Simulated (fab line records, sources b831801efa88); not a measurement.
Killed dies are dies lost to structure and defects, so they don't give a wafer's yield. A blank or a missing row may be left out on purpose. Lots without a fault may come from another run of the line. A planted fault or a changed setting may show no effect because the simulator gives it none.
One fault seen from 2 desks | flow sky130 | each desk has only its own numbers; what lay behind them comes last

THE METROLOGY DESK
What the gauges read, lot by lot, whatever tool the lot ran on: means of the sampled wafers that have a number. A lot is out of limits, marked OUT, if its mean lies more than 4 standard deviations from the usual mean; the brackets give that distance.
Columns: A = cd_nm at SKY_VT_ADJUST_HVTR_CD_MEAS_07, usual 380.1 nm; B = GATE_OXIDE_OVL at SKY_GATE_OXIDE_OVL_MEAS_10, usual 1.2 nm; C = LDD_LDN_TW at SKY_LDD_LDN_TW_MEAS_13, usual 1487
lot  | first seen here | A     | B    | C
L357 | day 9 05:02     | 376.5 | -0.2 | 1499
L359 | day 9 20:41     | 377.4 | 0.5  | 1489
L360 | day 11 09:21    | 383.4 | 1.6  | 1494
L362 | day 11 18:30    | 379.4 | 2.4  | 1484
L363 | day 12 02:29    | 379.8 | 1.4  | 1493
L364 | day 12 08:43    | 383.0 | 1.0  | 1491
L365 | day 12 13:22    | 379.0 | 3.5  | 1474
L366 | day 12 14:25    | 378.5 | 0.3  | 1487
L372 | day 14 07:10    | 377.3 | 0.8  | 1487
L373 | day 14 08:25    | 383.4 | -0.7 | 1473
L374 | day 14 14:05    | 377.9 | 1.6  | 1501
L376 | day 15 02:14    | 378.8 | 0.7  | 1478
L377 | day 15 18:41    | 379.3 | 0.4  | 1488
L380 | day 16 10:58    | 380.8 | 2.6  | 1486
This desk's finding: nothing out of limits on any of the 14 lots.

THE TOOL OWNER'S DESK: implanter-02
The tool's own readings at SKY_LDD_N_IMPLANT_08: means of the sampled wafers that have a number, for each lot that ran on this tool. A lot is out of limits, marked OUT, if its mean lies more than 4 standard deviations from the usual mean; the brackets give that distance.
Columns: A = beam_energy_keV at SKY_LDD_N_IMPLANT_08, usual 20.001
lot  | first seen here | A
L362 | day 20 12:40    | 20.003
L366 | day 21 14:49    | 20.001
L372 | day 23 07:40    | 17.998 (-99 or more) OUT
L373 | day 23 13:09    | 17.990 (-99 or more) OUT
This desk's finding: out of limits on L372, L373; first on L372, day 23 07:40 (beam_energy_keV at SKY_LDD_N_IMPLANT_08). In limits: L362, L366.

PUT TOGETHER
The tool owner's desk could have raised an alarm at day 23 07:40, on L372, L373.
The metrology desk saw nothing out of limits.
The metrology desk has L372, L373 on record, within its limits.
Of the lots named, all ran SKY_LDD_N_IMPLANT_08 on implanter-02.

WHAT THE SIMULATOR HAD PUT IN
Process parameter drift: implanter-02, from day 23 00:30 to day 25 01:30, at SKY_LDD_N_IMPLANT_08. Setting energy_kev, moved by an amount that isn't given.
Lots struck among those shown: L372, L373.
Hours from the fault's start to each desk's first reading out of limits: the tool owner's desk, 7.
